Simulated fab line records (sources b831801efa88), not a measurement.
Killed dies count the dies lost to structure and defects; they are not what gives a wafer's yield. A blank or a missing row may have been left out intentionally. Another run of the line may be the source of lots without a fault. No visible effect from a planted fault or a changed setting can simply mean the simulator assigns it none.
Check of tool commonality :: flow gf180mcu :: 10 lots, 30 wafers sampled

== THE REASON FOR OPENING IT ==
GF_VT_IMPLANT_TW_MEAS_43, reading VT_IMPLANT_4_TW: flagged on 2 of 10 lots. Fault-free wafers read 690, with a standard deviation of 7.5.
Rule: flag the lot when none of its wafers has a number, or when each of its wafers that has one lies beyond 4 standard deviations from that mean. The rest of the lots are taken to be sound.

lot: L394
measured: day 8 18:03
on: film_metro-03
VT_IMPLANT_4_TW, wafer by wafer: 686 686 688
flag: 

lot: L395
measured: day 8 23:15
on: film_metro-01
VT_IMPLANT_4_TW, wafer by wafer: 699 701 696
flag: 

lot: L398
measured: day 9 19:00
on: film_metro-04
VT_IMPLANT_4_TW, wafer by wafer: 695 691 691
flag: 

lot: L402
measured: day 10 21:50
on: film_metro-04
VT_IMPLANT_4_TW, wafer by wafer: 691 690 692
flag: 

lot: L404
measured: day 11 08:54
on: film_metro-03
VT_IMPLANT_4_TW, wafer by wafer: 29 30 29
flag: FLAGGED

lot: L405
measured: day 11 23:30
on: film_metro-04
VT_IMPLANT_4_TW, wafer by wafer: 30 30 30
flag: FLAGGED

lot: L406
measured: day 12 01:54
on: film_metro-04
VT_IMPLANT_4_TW, wafer by wafer: 694 695 691
flag: 

lot: L411
measured: day 13 09:30
on: film_metro-03
VT_IMPLANT_4_TW, wafer by wafer: 683 682 682
flag: 

lot: L412
measured: day 13 18:13
on: film_metro-01
VT_IMPLANT_4_TW, wafer by wafer: 701 701 705
flag: 

lot: L413
measured: day 13 21:52
on: film_metro-04
VT_IMPLANT_4_TW, wafer by wafer: 691 694 694
flag: 
The numbers of the flagged lots are 30 on average: -660 against the usual, or -88 standard deviations.

== WHICH TOOL EACH LOT WENT THROUGH ==
3 process steps preceding the reading are held in the record, out of 602 steps in the route. Read each cell as the tool, then ch plus the chambers that the sampled wafers visited, then the start.
lot: L394
flag: 
GF_STI_ETCH_14: rie_si-01 ch 1,2,3, day 2 21:31
GF_VT_IMPLANT_STRIP_31: plasma_asher-04 ch 0,1, day 8 02:06
GF_VT_IMPLANT_STRIP_42: plasma_asher-03 ch 0,1, day 8 17:56

lot: L395
flag: 
GF_STI_ETCH_14: rie_si-02 ch 0,3, day 3 02:40
GF_VT_IMPLANT_STRIP_31: plasma_asher-04 ch 0,1, day 8 06:50
GF_VT_IMPLANT_STRIP_42: plasma_asher-04 ch 0,1, day 8 23:09

lot: L398
flag: 
GF_STI_ETCH_14: rie_si-02 ch 0,2,3, day 3 18:19
GF_VT_IMPLANT_STRIP_31: plasma_asher-03 ch 0,1, day 9 01:36
GF_VT_IMPLANT_STRIP_42: plasma_asher-04 ch 0,1, day 9 18:54

lot: L402
flag: 
GF_STI_ETCH_14: rie_si-02 ch 0,1, day 4 15:06
GF_VT_IMPLANT_STRIP_31: plasma_asher-03 ch 0,1, day 10 03:59
GF_VT_IMPLANT_STRIP_42: plasma_asher-03 ch 0,1, day 10 21:44

lot: L404
flag: FLAGGED
GF_STI_ETCH_14: rie_si-01 ch 0,1,3, day 5 01:31
GF_VT_IMPLANT_STRIP_31: plasma_asher-03 ch 0,1, day 10 14:27
GF_VT_IMPLANT_STRIP_42: plasma_asher-01 ch 0,1, day 11 08:48

lot: L405
flag: FLAGGED
GF_STI_ETCH_14: rie_si-02 ch 1,2, day 5 07:52
GF_VT_IMPLANT_STRIP_31: plasma_asher-03 ch 0,1, day 11 04:12
GF_VT_IMPLANT_STRIP_42: plasma_asher-01 ch 0,1, day 11 23:23

lot: L406
flag: 
GF_STI_ETCH_14: rie_si-02 ch 0,1,2, day 5 11:40
GF_VT_IMPLANT_STRIP_31: plasma_asher-01 ch 0,1, day 11 06:42
GF_VT_IMPLANT_STRIP_42: plasma_asher-04 ch 1, day 12 01:47

lot: L411
flag: 
GF_STI_ETCH_14: rie_si-01 ch 0,3, day 6 15:04
GF_VT_IMPLANT_STRIP_31: plasma_asher-01 ch 0,1, day 12 13:18
GF_VT_IMPLANT_STRIP_42: plasma_asher-01 ch 0,1, day 13 09:24

lot: L412
flag: 
GF_STI_ETCH_14: rie_si-01 ch 0,1,3, day 6 19:34
GF_VT_IMPLANT_STRIP_31: plasma_asher-03 ch 0,1, day 12 21:08
GF_VT_IMPLANT_STRIP_42: plasma_asher-01 ch 0,1, day 13 18:07

lot: L413
flag: 
GF_STI_ETCH_14: rie_si-02 ch 0,3, day 7 00:22
GF_VT_IMPLANT_STRIP_31: plasma_asher-03 ch 0,1, day 13 00:47
GF_VT_IMPLANT_STRIP_42: plasma_asher-01 ch 0,1, day 13 21:45
These steps, and what they do:
- GF_STI_ETCH_14: etches Si in HBr/Cl2/O2, target depth 360 nm, time 102.9 s.
- GF_VT_IMPLANT_STRIP_31: strips in O2/N2.
- GF_VT_IMPLANT_STRIP_42: strips in O2/N2.
- GF_VT_IMPLANT_TW_MEAS_43

== FLAGGED OVER TOTAL, TOOL BY TOOL (the gauges that took the reading come last) ==
step: GF_STI_ETCH_14
tool: rie_si-01
lots run: 4
flagged: 1
share of the flagged lots: some
sound lots run after its first flagged lot: 2 (L411,L412)

step: GF_STI_ETCH_14
tool: rie_si-02
lots run: 6
flagged: 1
share of the flagged lots: some
sound lots run after its first flagged lot: 2 (L406,L413)

step: GF_VT_IMPLANT_STRIP_31
tool: plasma_asher-01
lots run: 2
flagged: 0
share of the flagged lots: none
sound lots run after its first flagged lot: -

step: GF_VT_IMPLANT_STRIP_31
tool: plasma_asher-03
lots run: 6
flagged: 2
share of the flagged lots: all
sound lots run after its first flagged lot: 2 (L412,L413)

step: GF_VT_IMPLANT_STRIP_31
tool: plasma_asher-04
lots run: 2
flagged: 0
share of the flagged lots: none
sound lots run after its first flagged lot: -

step: GF_VT_IMPLANT_STRIP_42
tool: plasma_asher-01
lots run: 5
flagged: 2
share of the flagged lots: all
sound lots run after its first flagged lot: 3 (L411,L412,L413)

step: GF_VT_IMPLANT_STRIP_42
tool: plasma_asher-03
lots run: 2
flagged: 0
share of the flagged lots: none
sound lots run after its first flagged lot: -

step: GF_VT_IMPLANT_STRIP_42
tool: plasma_asher-04
lots run: 3
flagged: 0
share of the flagged lots: none
sound lots run after its first flagged lot: -

step: GF_VT_IMPLANT_TW_MEAS_43
tool: film_metro-01
lots run: 2
flagged: 0
share of the flagged lots: none
sound lots run after its first flagged lot: -

step: GF_VT_IMPLANT_TW_MEAS_43
tool: film_metro-03
lots run: 3
flagged: 1
share of the flagged lots: some
sound lots run after its first flagged lot: 1 (L411)

step: GF_VT_IMPLANT_TW_MEAS_43
tool: film_metro-04
lots run: 5
flagged: 1
share of the flagged lots: some
sound lots run after its first flagged lot: 2 (L406,L413)

== WHAT THE TABLE ALLOWS ==
plasma_asher-03 at GF_VT_IMPLANT_STRIP_31 and plasma_asher-01 at GF_VT_IMPLANT_STRIP_42 are the 2 rows of the table that ran each flagged lot.
- plasma_asher-03 at GF_VT_IMPLANT_STRIP_31: 2 of its 6 lots flagged. Sound lots ran on it after the first flagged one (L412, L413), which a lasting fault on the whole tool wouldn't allow. On the flagged lots its readings are blank where sound lots have values: chamber_pressure_mTorr, drypump_motor_current_A, heater_power_w, oes_product_au and 1 more.
- plasma_asher-01 at GF_VT_IMPLANT_STRIP_42: 2 of its 5 lots flagged. Sound lots ran on it after the first flagged one (L411, L412, L413), which a lasting fault on the whole tool wouldn't allow. Its own readings lie more than 4 standard deviations out on every wafer of the flagged lots: strip_time_to_endpoint_s.
There is no row in the table that ran each flagged lot and no sound lot after the first.

== WHAT THE SIMULATOR HAD PUT IN ==
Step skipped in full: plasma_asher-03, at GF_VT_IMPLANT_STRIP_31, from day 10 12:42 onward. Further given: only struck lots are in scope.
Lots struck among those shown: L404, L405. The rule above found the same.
